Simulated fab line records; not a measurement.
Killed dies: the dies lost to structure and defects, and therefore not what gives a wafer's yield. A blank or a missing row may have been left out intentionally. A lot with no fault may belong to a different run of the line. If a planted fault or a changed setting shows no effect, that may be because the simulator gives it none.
Problem report, 8D (eight disciplines) form, completed by code | flow sky130 | the parts of the form that need people (team, actions taken, sign-off) are left out

== 1. PROBLEM STATEMENT ==
At SKY_NWELL_IMPLANT_24, dose ions cm2 averages 8.422e+12 over 6 wafers from 2 lots, while fault-free wafers read 9.201e+12, standard deviation 1.2e+10. Measured from the usual mean, that is -65 standard deviations.
Seen first at day 9 00:40 on implanter-02, wafer L784.1. The record holds 42 wafers of 14 lots with a number at this step. The rule behind "out" and "out of limits": a value lying over 4 standard deviations away from the usual mean. Any other wafer with a number is counted as sound.

== 2. WHAT THIS IS AND IS NOT ==
question                    | is                     | is not
which readings at this step | dose ions cm2          | beam energy keV, beam on s
which lots                  | L784, L786             | L770, L771, L772, L773, L774, L775, L776, L785, L789, L790, L792, L793
which wafers of those lots  | all that have a number | -
read on which tools         | implanter-02           | implanter-03, implanter-04
when                        | from day 9 00:40       | up to then (21 sound wafers); but 15 sound wafers of L785, L789, L790, L792, L793 came after

== 3. THE SUSPECTS, EACH WITH WHAT RULES IT OUT ==
Counting: a tool at a process step up to the reading stays a suspect if it ran every lot that is out and no sound lot after the first of them.
- implanter-02 at SKY_NWELL_IMPLANT_24: kept. Every lot that is out went through it, starting with L784 (day 9 00:40), and after that it ran no sound lot; the last sound lot it ran before then is L776 (day 7 00:44). Its own readings are out on those wafers: dose ions cm2.
Left after counting: implanter-02 at SKY_NWELL_IMPLANT_24.

== 4. THE CAUSE (what the simulator had put in) ==
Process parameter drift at SKY_NWELL_IMPLANT_24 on implanter-02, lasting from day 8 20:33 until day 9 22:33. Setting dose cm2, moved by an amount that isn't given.
Counting left only this tool.

== 5. THE EFFECT CHAIN, in route order ==
Each row: a reading whose mean over the struck wafers that have a number lies more than 3 standard deviations from the usual. Scope: only readings with a usual standard deviation given in the record; hours: median across lots of the time from each lot's start at the first step in this table that gives one to its start at this step; sigmas: change in usual standard deviations.
hours | step                 | reading            | usual     | on struck wafers | change     | sigmas
0     | SKY_NWELL_IMPLANT_24 | dose ions cm2      | 9.201e+12 | 8.422e+12        | -7.792e+11 | -65
0     | SKY_NWELL_IMPLANT_24 | faraday current uA | 51.8      | 47.5             | -4.3       | -4.5
The process steps in it:
- SKY_NWELL_IMPLANT_24
Later measuring or inspecting steps at which every struck wafer that the step has a row for has a number for every such reading, and none has moved that far: SKY_POLY_CUT_OVL_MEAS_09, SKY_VIA1_BOW_MEAS_03, SKY_VIA3_THK_MEAS_01.

== 6. WHAT WOULD HAVE CAUGHT IT SOONER ==
In this record the first reading out of limits was taken at day 9 00:40, 4 hours after the fault began at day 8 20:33.
